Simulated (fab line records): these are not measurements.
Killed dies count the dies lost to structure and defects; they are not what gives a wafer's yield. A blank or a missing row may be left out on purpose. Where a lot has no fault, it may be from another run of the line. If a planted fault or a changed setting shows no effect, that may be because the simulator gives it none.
fab line records    flow sky130
record: lots: 11  wafers: 33  last_day: 52
route steps=708 shown VIA2@522 METAL3@569 VIA3@576 CAP2M@603 METAL4@633 PAD_OPEN@708
lots untouched by any fault: they come from a run of this same line in which no faults occurred
start_h: start of the lot's first displayed wafer, in hours after the record's first day    wait_h: time in hours since the lot's previous step    " repeats the value in the row above    L1.1+2: a single row standing in for several wafers    - value missing, or start not given    * or withheld: withheld    < > ~ a bound
route shown NAME@n: NAME is a module with steps in the file, n the number in the route of the first one    usual: average and standard deviation across the fault-free wafers    same: alike in all rows    chamber/n: place in a boat    sites: per-site readings    _std_site: standard deviation across them    _edge_site: the outer-site mean with the inner-site mean subtracted    radius_mm: how far each site lies from the wafer's centre    mask NAME#n: copy n    behind: the tool/chamber that last shaped the wafer    hold: cause of the lot's hold/its duration in hours/its outcome    device: which transistor (n, p or np) failed to switch    end of line: the route-end tests of the same wafers    a step with no rows: only its recipe    killed: count of dies lost to structure and defects at first sort (not the wafer's yield)    map: a wafer's dies, x killed, . not, _ none there
set.NAME: the setting as run; set.NAME@STEP: as run at that earlier step    model.NAME: the simulator's own value behind a step, which no gauge read
route steps across a sampled set of lots; one table per step, one row per wafer
services: from which hour (start_h, from the record's first day; less than 0 if before it) a tool's chamber was out of use, for how many hours, and why
== steps ==
step: SKY_VIA2_ETCH_15
recipe: target: SiO2  chemistry: C4F8/O2/Ar  target_depth_nm: 546  stop_on: TiN  mask_material: KrF-thick  source_w: 1500  bias_w: 1200  pressure_mtorr: 40  c4f8_flow_sccm: withheld  O2_flow_sccm: 6  Ar_flow_sccm: 300  time_s: 84
usual: bias_w: 1200/3.5  oes_product_au: 0.940/0.0052
lot.wafer  tool         chamber  start_h  wait_h  bias_w  oes_product_au  rf_hours_counter_h
L356.1     rie_diel-02  0        888.22   0.0     1201    0.941           15
L356.3     "            2        "        "       1202    0.936           9
L356.5     "            2        "        "       1201    0.928           -
L357.1     rie_diel-03  1        893.07   0.0     1197    0.934           15
L357.4     "            3        "        "       1197    0.933           24
L357.5     "            3        "        "       1201    0.943           -
L361.1     rie_diel-01  3        910.29   0.0     1198    0.939           11
L361.2     "            1        "        "       1204    0.943           24
L361.3     "            2        "        "       1201    0.955           18
L362.1     rie_diel-02  2        911.14   0.0     1202    0.935           10
L362.2     "            1        "        "       1201    0.935           16
L362.4     "            0        "        "       1194    0.933           -
L369.3     rie_diel-03  2        918.17   0.0     1202    0.944           11
L369.5     "            1        "        "       1197    0.947           -
L369.6     "            0        "        "       1199    0.940           -
L368.2     rie_diel-03  3        918.94   0.0     1199    0.937           26
L368.4     "            0        "        "       1198    0.946           2
L368.6     "            3        "        "       1195    0.945           -
L370.2     rie_diel-01  1        1036.97  0.0     1201    0.951           29
L370.4     "            2        "        "       1201    0.940           23
L370.5     "            2        "        "       1197    0.936           -
L371.3     rie_diel-01  2        1048.79  0.0     1194    0.939           23
L371.4     "            0        "        "       1199    0.929           -
L371.5     "            2        "        "       1196    0.939           -
L373.3     rie_diel-02  3        1053.42  0.0     1199    0.939           16
L373.4     "            2        "        "       1193    0.948           14
L373.5     "            0        "        "       1197    0.947           -
L377.4     rie_diel-01  3        1055.95  0.0     1206    0.940           -
L377.5     "            2        "        "       1201    0.941           -
L377.6     "            0        "        "       1199    0.938           -
L378.1     rie_diel-01  2        1059.34  0.0     1195    0.939           24
L378.2     "            3        "        "       1197    0.940           15
L378.4     "            3        "        "       1196    0.939           -
step: SKY_METAL3_STRIP_19
recipe: chemistry: O2/N2  power_w: 1400  pressure_mtorr: 1500  platen_temp_c: withheld  o2_flow_sccm: 3000  n2_flow_sccm: 300  overash_fraction: 0.5
usual: drypump_motor_current_A: 5.58/0.28  oes_product_au: 0.502/0.0078  strip_time_to_endpoint_s: 6.53/0.15
lot.wafer  tool             chamber  start_h  wait_h  drypump_motor_current_A  oes_product_au  rf_hours_counter_h  strip_time_to_endpoint_s
L356.1     plasma_asher-03  0        942.15   0.1     5.44                     0.512           102                 6.79
L356.3     "                0        "        "       5.44                     0.504           -                   6.79
L356.5     "                1        "        "       5.14                     0.517           -                   6.87
L357.1     plasma_asher-03  1        946.93   0.1     5.15                     0.513           103                 6.69
L357.4     "                1        "        "       5.12                     0.497           -                   6.50
L357.5     "                0        "        "       5.46                     0.502           -                   6.57
L361.1     plasma_asher-01  0        963.98   0.1     5.91                     0.518           55                  6.82
L361.2     "                1        "        "       5.75                     0.500           55                  6.49
L361.3     "                0        "        "       5.93                     0.518           -                   6.74
L362.1     plasma_asher-03  1        964.68   0.1     5.18                     0.507           104                 6.78
L362.2     "                0        "        "       5.45                     0.490           104                 6.39
L362.4     "                0        "        "       5.46                     0.508           -                   6.85
L369.3     plasma_asher-03  1        972.56   0.1     5.17                     0.499           -                   6.42
L369.5     "                0        "        "       5.45                     0.504           -                   6.37
L369.6     "                1        "        "       5.15                     0.510           -                   6.69
L368.2     plasma_asher-01  1        973.23   0.1     5.78                     0.504           56                  6.51
L368.4     "                0        "        "       5.92                     0.490           -                   6.44
L368.6     "                0        "        "       5.93                     0.500           -                   6.49
L370.2     plasma_asher-04  1        1085.80  0.1     5.80                     0.489           100                 6.47
L370.4     "                0        "        "       5.78                     0.499           -                   6.41
L370.5     "                0        "        "       5.78                     0.496           -                   6.47
L371.3     plasma_asher-03  0        1096.46  0.1     5.48                     0.499           -                   6.39
L371.4     "                1        "        "       5.17                     0.503           -                   6.59
L371.5     "                0        "        "       5.47                     0.503           -                   6.52
L373.3     plasma_asher-03  1        1099.59  0.1     5.12                     0.484           -                   6.36
L373.4     "                0        "        "       5.46                     0.501           -                   6.59
L373.5     "                0        "        "       5.46                     0.505           -                   6.64
L377.4     plasma_asher-04  1        1101.95  0.1     5.79                     0.499           -                   6.39
L377.5     "                0        "        "       5.80                     0.492           -                   6.33
L377.6     "                1        "        "       5.83                     0.512           -                   6.65
L378.1     plasma_asher-03  1        1104.93  0.1     5.15                     0.508           4                   6.73
L378.2     "                0        "        "       5.45                     0.487           4                   6.41
L378.4     "                0        "        "       5.47                     0.491           -                   6.39
step: SKY_VIA3_BOW_MEAS_03
recipe: mode: bow
usual: VIA3_BOW: 79/7.6
lot.wafer  tool           chamber  start_h  wait_h  VIA3_BOW[um]
L356.1     film_metro-04  -        943.27   0.2     87
L356.3     "              -        "        "       83
L356.5     "              -        "        "       79
L357.1     film_metro-04  -        948.05   0.2     70
L357.4     "              -        "        "       71
L357.5     "              -        "        "       79
L361.1     film_metro-04  -        965.10   0.1     77
L361.2     "              -        "        "       62
L361.3     "              -        "        "       88
L362.1     film_metro-02  -        965.80   0.1     88
L362.2     "              -        "        "       88
L362.4     "              -        "        "       70
L369.3     film_metro-04  -        973.69   0.3     80
L369.5     "              -        "        "       77
L369.6     "              -        "        "       89
L368.2     film_metro-04  -        974.37   0.1     80
L368.4     "              -        "        "       65
L368.6     "              -        "        "       79
L370.2     film_metro-02  -        1087.22  0.2     86
L370.4     "              -        "        "       78
L370.5     "              -        "        "       94
L371.3     film_metro-02  -        1097.72  0.2     85
L371.4     "              -        "        "       80
L371.5     "              -        "        "       89
L373.3     film_metro-02  -        1100.71  0.3     77
L373.4     "              -        "        "       83
L373.5     "              -        "        "       79
L377.4     film_metro-02  -        1103.28  0.3     79
L377.5     "              -        "        "       82
L377.6     "              -        "        "       66
L378.1     film_metro-02  -        1106.05  0.1     90
L378.2     "              -        "        "       82
L378.4     "              -        "        "       79
step: SKY_CAP2M_CVD_00
recipe: material: SiO2  target_thk_nm: 15.5  temp_c: 400  time_s: withheld  rf_w: 450
usual: heater_power_w: 662/71
lot.wafer  tool      chamber  start_h  wait_h  heater_power_w
L356.1     pecvd-02  2        970.51   0.0     685
L356.3     "         0        "        "       758
L356.5     "         2        "        "       663
L357.1     pecvd-01  1        975.34   0.0     654
L357.4     "         1        "        "       640
L357.5     "         0        "        "       690
L361.1     pecvd-02  2        992.14   0.0     633
L361.2     "         1        "        "       740
L361.3     "         0        "        "       734
L362.1     pecvd-01  1        992.44   0.0     623
L362.2     "         0        "        "       706
L362.4     "         0        "        "       700
L369.3     pecvd-02  2        1001.49  0.0     718
L369.5     "         2        "        "       713
L369.6     "         0        "        "       690
L368.2     pecvd-02  2        1001.95  0.0     655
L368.4     "         2        "        "       643
L368.6     "         0        "        "       785
L370.2     pecvd-02  0        1110.22  0.0     760
L370.4     "         1        "        "       641
L370.5     "         2        "        "       665
L371.3     pecvd-01  0        1121.11  0.0     715
L371.4     "         1        "        "       554
L371.5     "         0        "        "       713
L373.3     pecvd-02  1        1124.56  0.0     721
L373.4     "         0        "        "       761
L373.5     "         0        "        "       755
L377.4     pecvd-01  2        1127.54  0.0     523
L377.5     "         1        "        "       616
L377.6     "         0        "        "       654
L378.1     pecvd-04  0        1130.03  0.0     654
L378.2     "         2        "        "       809
L378.4     "         0        "        "       652
step: SKY_CAP2M_THK_MEAS_01
recipe: reads: SiO2_of_CAP2M_CVD_00
usual: CAP2M_CVD_00_THK: 15.40/0.24
lot.wafer  tool           chamber  start_h  wait_h  CAP2M_CVD_00_THK[nm]
L356.1     film_metro-03  -        970.54   -       15.13
L356.3     "              -        "        "       15.07
L356.5     "              -        "        "       15.35
L357.1     film_metro-03  -        975.36   -       15.53
L357.4     "              -        "        "       15.87
L357.5     "              -        "        "       15.56
L361.1     film_metro-03  -        992.16   -       15.14
L361.2     "              -        "        "       15.36
L361.3     "              -        "        "       15.25
L362.1     film_metro-03  -        992.46   -       15.31
L362.2     "              -        "        "       15.32
L362.4     "              -        "        "       15.35
L369.3     film_metro-01  -        1001.53  -       9.96
L369.5     "              -        "        "       9.62
L369.6     "              -        "        "       9.34
L368.2     film_metro-03  -        1001.99  -       15.24
L368.4     "              -        "        "       15.75
L368.6     "              -        "        "       9.68
L370.2     film_metro-03  -        1110.25  -       14.89
L370.4     "              -        "        "       15.51
L370.5     "              -        "        "       15.43
L371.3     film_metro-03  -        1121.15  -       15.13
L371.4     "              -        "        "       15.65
L371.5     "              -        "        "       15.73
L373.3     film_metro-04  -        1124.60  -       15.11
L373.4     "              -        "        "       15.25
L373.5     "              -        "        "       15.30
L377.4     film_metro-04  -        1127.58  -       15.43
L377.5     "              -        "        "       15.72
L377.6     "              -        "        "       15.43
L378.1     film_metro-03  -        1130.05  -       15.03
L378.2     "              -        "        "       15.13
L378.4     "              -        "        "       15.21
step: SKY_METAL4_ETCH_17
recipe: target: SiO2  stop_on: TiN  chemistry: C4F8/O2/Ar  source_w: 1500  bias_w: 1200  pressure_mtorr: 40  c4f8_flow_sccm: withheld  O2_flow_sccm: 6  Ar_flow_sccm: 300  time_s: 3.9  target_depth_a: 150
usual: bias_w: 1200/3.4  oes_product_au: 0.752/0.0076
lot.wafer  tool         chamber  start_h  wait_h  bias_w  oes_product_au  rf_hours_counter_h
L356.1     rie_diel-03  0        1022.19  0.2     1197    0.746           5
L356.3     "            2        "        "       1200    0.742           13
L356.5     "            3        "        "       1199    0.758           -
L357.1     rie_diel-02  1        1027.49  0.2     1204    0.760           19
L357.4     "            2        "        "       1200    0.761           13
L357.5     "            3        "        "       1198    0.752           -
L361.1     rie_diel-04  3        1042.71  0.1     1199    0.746           13
L361.2     "            2        "        "       1195    0.751           6
L361.3     "            0        "        "       1197    0.743           4
L362.1     rie_diel-02  3        1043.06  0.1     1203    0.746           16
L362.2     "            1        "        "       1199    0.752           19
L362.4     "            0        "        "       1196    0.753           20
L369.3     rie_diel-02  2        1052.33  0.0     1202    0.623           14
L369.5     "            0        "        "       1199    0.616           -
L369.6     "            3        "        "       1200    0.606           -
L368.2     rie_diel-04  3        1052.81  0.1     1200    0.747           13
L368.4     "            0        "        "       1195    0.769           4
L368.6     "            2        "        "       1195    0.611           -
L370.2     rie_diel-04  3        1152.11  0.1     1207    0.733           17
L370.4     "            2        "        "       1201    0.744           -
L370.5     "            3        "        "       1197    0.749           -
L371.3     rie_diel-04  0        1161.79  0.1     1202    0.743           8
L371.4     "            3        "        "       1206    0.752           18
L371.5     "            2        "        "       1204    0.758           -
L373.3     rie_diel-03  2        1164.34  0.1     1201    0.746           19
L373.4     "            0        "        "       1203    0.745           10
L373.5     "            1        "        "       1199    0.746           -
L377.4     rie_diel-02  1        1166.21  0.1     1197    0.750           23
L377.5     "            0        "        "       1198    0.762           -
L377.6     "            1        "        "       1202    0.756           -
L378.1     rie_diel-02  2        1168.41  0.1     1203    0.744           17
L378.2     "            0        "        "       1204    0.742           24
L378.4     "            1        "        "       1197    0.745           23
step: SKY_PAD_OPEN_PROBE_99
usual: defect_limited_yield: 82.5/1.8  killed_at_M0_to_M3: 45/6.3  killed_at_M4_up: 2.8/1.6  killed_at_contacts: 24/5.1  killed_at_front_end: 14/4.4  killed_at_other: 0.4/0.73  killed_dies: 86/9  killed_open: 47/7.8  killed_short: 39/6.6
same: gross_dies: 492  killed_at_back_side: 0
lot.wafer  tool       chamber  start_h  wait_h  defect_limited_yield[%]  killed_at_M0_to_M3  killed_at_M4_up  killed_at_contacts  killed_at_front_end  killed_at_other  killed_dies  killed_open  killed_short
L356.1     prober-01  -        1117.94  0.1     82.5                     41                  3                30                  9                    3                86           49           37
L356.3     prober-01  -        1118.04  0.2     82.3                     53                  0                21                  13                   0                87           52           35
L356.5     prober-01  -        1118.14  0.2     81.9                     45                  4                28                  12                   0                89           57           32
L357.1     prober-02  -        1124.33  0.1     82.7                     35                  6                31                  13                   0                85           49           36
L357.4     prober-02  -        1124.48  0.2     82.3                     41                  3                25                  18                   0                87           51           36
L357.5     prober-02  -        1124.53  0.2     78.5                     51                  6                27                  22                   0                106          56           49
L362.1     prober-01  -        1136.60  0.1     82.3                     42                  2                33                  10                   0                87           46           41
L362.2     prober-01  -        1136.65  0.1     81.7                     52                  0                24                  14                   0                90           37           53
L362.4     prober-01  -        1136.75  0.2     85.0                     44                  0                22                  8                    0                74           41           33
L361.1     prober-02  -        1138.10  0.1     81.7                     47                  3                25                  15                   0                90           45           45
L361.2     prober-02  -        1138.15  0.1     80.9                     48                  4                25                  17                   0                94           43           51
L361.3     prober-02  -        1138.20  0.2     82.1                     56                  1                24                  7                    0                88           49           39
L369.3     prober-01  -        1145.39  0.2     82.9                     42                  3                22                  16                   1                84           49           35
L369.5     prober-01  -        1145.49  0.2     84.3                     35                  4                27                  11                   0                77           43           34
L369.6     prober-01  -        1145.54  0.2     81.7                     47                  6                21                  16                   0                90           42           48
L368.2     prober-01  -        1147.59  0.1     82.5                     39                  5                18                  24                   0                86           40           46
L368.4     prober-01  -        1147.69  0.2     82.7                     52                  1                15                  16                   1                85           40           45
L368.6     prober-01  -        1147.79  0.2     81.3                     50                  2                21                  19                   0                92           41           51
L370.2     prober-01  -        1229.08  0.1     82.3                     47                  2                23                  13                   2                87           59           28
L370.4     prober-01  -        1229.18  0.2     81.9                     47                  0                20                  21                   1                89           47           42
L370.5     prober-01  -        1229.23  0.2     81.7                     43                  4                28                  15                   0                90           55           35
L371.3     prober-02  -        1235.93  0.2     82.7                     50                  3                22                  9                    1                85           51           33
L371.4     prober-02  -        1235.98  0.2     78.0                     53                  5                29                  16                   5                108          62           43
L371.5     prober-02  -        1236.03  0.2     83.7                     36                  0                27                  17                   0                80           54           26
L373.3     prober-02  -        1239.49  0.2     85.6                     46                  3                12                  10                   0                71           35           36
L373.4     prober-02  -        1239.54  0.2     82.7                     47                  3                25                  9                    1                85           47           37
L373.5     prober-02  -        1239.59  0.2     85.0                     43                  1                22                  8                    0                74           45           27
L377.4     prober-01  -        1241.58  0.2     83.1                     44                  1                26                  12                   0                83           50           33
L377.5     prober-01  -        1241.63  0.2     83.1                     43                  5                20                  15                   0                83           40           43
L377.6     prober-01  -        1241.68  0.2     84.1                     40                  2                22                  14                   0                78           40           38
L378.1     prober-01  -        1244.16  0.1     84.6                     31                  2                20                  23                   0                76           42           34
L378.2     prober-01  -        1244.21  0.1     82.7                     43                  1                25                  15                   1                85           52           33
L378.4     prober-01  -        1244.31  0.2     82.1                     41                  3                30                  14                   0                88           47           41
killed by level:class
L356.1 CONTACT:geometric_particle:open=12 VIA1:geometric_particle:open=10 CONTACT:geometric_particle:short=8 VIA3:geometric_particle:open=8 METAL1:geometric_particle:short=7 LI_CONTACT:geometric_particle:open=6 METAL2:geometric_particle:short=4 VIA2:geometric_particle:open=3
L356.3 VIA1:geometric_particle:open=17 VIA3:geometric_particle:open=10 CONTACT:geometric_particle:open=8 METAL1:geometric_particle:short=6 FIELD_ISO:geometric_particle:short=5 LI_CONTACT:geometric_particle:open=5 METAL2:geometric_particle:short=5 VIA1:geometric_particle:short=4
L356.5 CONTACT:geometric_particle:open=13 VIA1:geometric_particle:open=13 LI_CONTACT:geometric_particle:open=9 METAL2:geometric_particle:short=7 VIA1:geometric_particle:short=6 VIA3:geometric_particle:open=6 POLY_GATE:geometric_particle:open=5 VIA2:geometric_particle:open=4
L357.1 VIA1:geometric_particle:open=12 CONTACT:geometric_particle:short=8 LI_CONTACT:geometric_particle:open=8 VIA2:geometric_particle:open=8 CONTACT:geometric_particle:open=6 POLY_GATE:geometric_particle:short=4 LOCAL_INTERCONNECT:geometric_particle:short=4 METAL2:geometric_particle:short=4
L357.4 VIA1:geometric_particle:open=11 LI_CONTACT:geometric_particle:open=7 CONTACT:geometric_particle:open=7 VIA1:geometric_particle:short=7 POLY_GATE:geometric_particle:short=6 VIA2:geometric_particle:open=6 LOCAL_INTERCONNECT:geometric_particle:short=5 FIELD_ISO:geometric_particle:open=4
L357.5 VIA3:geometric_particle:open=11 LI_CONTACT:geometric_particle:open=10 FIELD_ISO:geometric_particle:short=9 CONTACT:geometric_particle:open=7 VIA1:geometric_particle:open=7 VIA1:geometric_particle:short=6 METAL1:geometric_particle:short=6 VIA2:geometric_particle:open=6
L362.1 LI_CONTACT:geometric_particle:open=12 VIA1:geometric_particle:open=10 VIA3:geometric_particle:open=7 LOCAL_INTERCONNECT:geometric_particle:short=6 LI_CONTACT:geometric_particle:short=5 CONTACT:geometric_particle:short=5 METAL1:geometric_particle:short=5 VIA2:geometric_particle:open=5
L362.2 METAL1:geometric_particle:short=13 METAL2:geometric_particle:short=9 VIA3:geometric_particle:open=7 CONTACT:geometric_particle:short=7 CONTACT:geometric_particle:open=7 VIA1:geometric_particle:open=7 LOCAL_INTERCONNECT:geometric_particle:short=6 VIA2:geometric_particle:open=5
L362.4 METAL1:geometric_particle:short=8 VIA2:geometric_particle:open=7 CONTACT:geometric_particle:open=7 VIA1:geometric_particle:open=7 LI_CONTACT:geometric_particle:open=6 VIA3:geometric_particle:open=6 LOCAL_INTERCONNECT:geometric_particle:short=5 METAL2:geometric_particle:short=5
L361.1 VIA1:geometric_particle:open=11 METAL1:geometric_particle:short=9 CONTACT:geometric_particle:open=8 LOCAL_INTERCONNECT:geometric_particle:short=7 METAL2:geometric_particle:short=7 VIA3:geometric_particle:open=6 LI_CONTACT:geometric_particle:open=6 FIELD_ISO:geometric_particle:short=5
L361.2 VIA3:geometric_particle:open=11 METAL1:geometric_particle:short=9 LOCAL_INTERCONNECT:geometric_particle:short=7 VIA3:geometric_particle:short=7 LI_CONTACT:geometric_particle:open=6 CONTACT:geometric_particle:open=6 VIA2:geometric_particle:short=6 CONTACT:geometric_particle:short=5
L361.3 VIA1:geometric_particle:open=16 CONTACT:geometric_particle:open=9 METAL1:geometric_particle:short=7 VIA2:geometric_particle:open=6 VIA1:geometric_particle:short=6 VIA3:geometric_particle:short=6 METAL2:geometric_particle:short=5 CONTACT:geometric_particle:short=4
L369.3 VIA1:geometric_particle:open=8 LOCAL_INTERCONNECT:geometric_particle:short=7 FIELD_ISO:geometric_particle:open=6 CONTACT:geometric_particle:open=6 METAL2:geometric_particle:short=6 VIA2:geometric_particle:open=6 POLY_GATE:geometric_particle:open=5 LI_CONTACT:geometric_particle:open=5
L369.5 CONTACT:geometric_particle:open=14 METAL2:geometric_particle:short=7 VIA3:geometric_particle:open=7 VIA2:geometric_particle:open=6 CONTACT:geometric_particle:short=5 VIA2:geometric_particle:short=5 VIA1:geometric_particle:open=4 FIELD_ISO:geometric_particle:open=3
L369.6 VIA1:geometric_particle:open=10 LI_CONTACT:geometric_particle:open=7 VIA1:geometric_particle:short=7 FIELD_ISO:geometric_particle:short=6 CONTACT:geometric_particle:open=6 METAL2:geometric_particle:short=6 METAL3:geometric_particle:short=6 FIELD_ISO:geometric_particle:open=5
L368.2 VIA1:geometric_particle:open=11 FIELD_ISO:geometric_particle:open=6 VIA2:geometric_particle:open=6 POLY_GATE:geometric_particle:short=6 METAL1:geometric_particle:short=6 LOCAL_INTERCONNECT:geometric_particle:short=5 CONTACT:geometric_particle:open=5 METAL4:geometric_particle:short=5
L368.4 VIA1:geometric_particle:open=11 VIA2:geometric_particle:open=8 METAL3:geometric_particle:short=6 FIELD_ISO:geometric_particle:short=5 METAL1:geometric_particle:short=5 VIA2:geometric_particle:short=5 POLY_GATE:geometric_particle:open=5 CONTACT:geometric_particle:open=5
L368.6 VIA1:geometric_particle:open=14 METAL1:geometric_particle:short=12 FIELD_ISO:geometric_particle:short=9 CONTACT:geometric_particle:open=8 CONTACT:geometric_particle:short=5 VIA1:geometric_particle:short=5 METAL2:geometric_particle:short=5 VIA2:geometric_particle:open=5
L370.2 CONTACT:geometric_particle:open=12 VIA2:geometric_particle:open=12 VIA1:geometric_particle:open=11 VIA3:geometric_particle:open=10 LI_CONTACT:geometric_particle:open=6 METAL1:geometric_particle:short=5 FIELD_ISO:geometric_particle:open=4 FIELD_ISO:geometric_particle:short=3
L370.4 VIA1:geometric_particle:open=11 VIA3:geometric_particle:open=9 POLY_GATE:geometric_particle:short=7 CONTACT:geometric_particle:open=7 VIA1:geometric_particle:short=6 LOCAL_INTERCONNECT:geometric_particle:short=4 CONTACT:geometric_particle:short=4 METAL1:geometric_particle:short=4
L370.5 CONTACT:geometric_particle:open=13 VIA1:geometric_particle:open=10 VIA2:geometric_particle:open=9 LI_CONTACT:geometric_particle:open=6 CONTACT:geometric_particle:short=5 VIA1:geometric_particle:short=5 VIA3:geometric_particle:open=5 POLY_GATE:geometric_particle:short=3
L371.3 VIA1:geometric_particle:open=15 VIA3:geometric_particle:open=10 CONTACT:geometric_particle:open=8 METAL2:geometric_particle:short=7 LOCAL_INTERCONNECT:geometric_particle:short=5 METAL1:geometric_particle:short=5 VIA2:geometric_particle:open=5 FIELD_ISO:geometric_particle:open=4
L371.4 VIA1:geometric_particle:open=11 VIA2:geometric_particle:open=11 LI_CONTACT:geometric_particle:open=10 CONTACT:geometric_particle:open=9 VIA3:geometric_particle:open=6 VIA3:geometric_particle:short=6 LOCAL_INTERCONNECT:geometric_particle:short=5 METAL2:geometric_particle:short=5
L371.5 VIA1:geometric_particle:open=10 CONTACT:geometric_particle:open=9 VIA3:geometric_particle:open=7 LI_CONTACT:geometric_particle:open=7 POLY_GATE:geometric_particle:open=6 LOCAL_INTERCONNECT:geometric_particle:short=5 VIA1:geometric_particle:short=5 POLY_CUT:geometric_particle:open=4
L373.3 VIA3:geometric_particle:open=11 VIA1:geometric_particle:open=6 VIA2:geometric_particle:open=6 METAL2:geometric_particle:short=5 METAL1:geometric_particle:short=5 VIA3:geometric_particle:short=5 FIELD_ISO:geometric_particle:short=4 CONTACT:geometric_particle:open=4
L373.4 VIA1:geometric_particle:open=10 LI_CONTACT:geometric_particle:open=9 METAL2:geometric_particle:short=7 VIA3:geometric_particle:open=7 VIA1:geometric_particle:short=6 VIA2:geometric_particle:open=5 LOCAL_INTERCONNECT:geometric_particle:short=4 CONTACT:geometric_particle:short=4
L373.5 VIA3:geometric_particle:open=13 LI_CONTACT:geometric_particle:open=8 VIA2:geometric_particle:open=8 CONTACT:geometric_particle:open=6 VIA1:geometric_particle:open=6 VIA1:geometric_particle:short=5 METAL2:geometric_particle:short=4 LI_CONTACT:geometric_particle:short=3
L377.4 CONTACT:geometric_particle:open=12 VIA1:geometric_particle:open=9 VIA2:geometric_particle:open=9 FIELD_ISO:geometric_particle:open=6 LI_CONTACT:geometric_particle:open=6 METAL1:geometric_particle:short=5 METAL2:geometric_particle:short=5 VIA3:geometric_particle:open=4
L377.5 VIA1:geometric_particle:short=12 VIA1:geometric_particle:open=9 VIA3:geometric_particle:open=7 FIELD_ISO:geometric_particle:short=6 CONTACT:geometric_particle:open=6 LI_CONTACT:geometric_particle:short=4 LOCAL_INTERCONNECT:geometric_particle:short=4 FIELD_ISO:geometric_particle:open=3
L377.6 CONTACT:geometric_particle:open=12 CONTACT:geometric_particle:short=6 VIA3:geometric_particle:open=6 VIA1:geometric_particle:open=6 VIA2:geometric_particle:open=6 FIELD_ISO:geometric_particle:short=5 METAL3:geometric_particle:short=5 METAL2:geometric_particle:short=5
L378.1 FIELD_ISO:geometric_particle:open=11 LI_CONTACT:geometric_particle:open=7 CONTACT:geometric_particle:open=7 VIA1:geometric_particle:open=5 FIELD_ISO:geometric_particle:short=4 METAL1:geometric_particle:short=4 VIA2:geometric_particle:open=4 POLY_GATE:geometric_particle:short=3
L378.2 CONTACT:geometric_particle:open=14 VIA1:geometric_particle:open=9 VIA3:geometric_particle:open=8 FIELD_ISO:geometric_particle:open=7 METAL2:geometric_particle:short=7 VIA2:geometric_particle:open=6 CONTACT:geometric_particle:short=4 METAL1:geometric_particle:short=4
L378.4 CONTACT:geometric_particle:open=12 LI_CONTACT:geometric_particle:open=9 VIA2:geometric_particle:open=8 VIA3:geometric_particle:short=7 METAL2:geometric_particle:short=7 FIELD_ISO:geometric_particle:short=5 VIA1:geometric_particle:open=5 VIA3:geometric_particle:open=5
== services ==
tool             chamber  start_h  hours  kind
rie_diel-01      -        865.96   28.1   pm
plasma_asher-03  -        891.45   23.7   pm
rie_diel-02      3        901.48   1.9    repair
pecvd-01         -        904.11   2.3    repair
rie_diel-02      3        906.77   8.7    repair
rie_diel-01      3        913.95   52.3   repair
rie_diel-02      -        915.31   0.6    repair
rie_diel-01      2        918.30   4.0    repair
pecvd-04         1        931.87   6.2    repair
rie_diel-04      -        956.41   1.5    repair
rie_diel-03      1        957.67   6.3    repair
plasma_asher-01  -        977.38   12.5   repair
rie_diel-04      3        985.74   3.2    repair
rie_diel-03      2        1002.02  9.2    repair
plasma_asher-04  -        1002.74  1.3    repair
rie_diel-01      1        1004.00  16.7   repair
plasma_asher-01  -        1021.66  14.6   pm
plasma_asher-03  -        1055.25  9.0    pm
rie_diel-01      -        1070.12  2.8    pm
rie_diel-01      2        1104.72  2.4    repair
rie_diel-04      0        1130.42  5.8    repair
pecvd-01         0        1137.83  19.5   repair
plasma_asher-01  -        1148.60  16.6   repair
rie_diel-04      1        1148.80  5.3    repair
== key ==
first_sign: step: SKY_CAP2M_THK_MEAS_01  reading: CAP2M_CVD_00_THK  direction: down  sigmas: 24  usual: 15.40  struck: 9.65
effect: step: SKY_METAL4_ETCH_17  reading: oes_product_au  direction: down  sigmas: 18  usual: 0.752  struck: 0.614
met_at SKY_CAP2M_CVD_00
struck_lots L368,L369
struck_wafers L368.6,L369.3,L369.5,L369.6
not_acting_at SKY_VIA2_ETCH_15,SKY_METAL3_STRIP_19,SKY_VIA3_BOW_MEAS_03
onset_between 992.14 1001.49
fault: kind: process_parameter_drift  tool: pecvd-02  chamber: -  onset_h: 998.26  steps: SKY_CAP2M_CVD_00  channel: target_thk_nm  offset: -5.9686  shape: step  end_h: 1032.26  scope: struck_wafers_only  acts_in: these_recipes_only  stated: 15.5
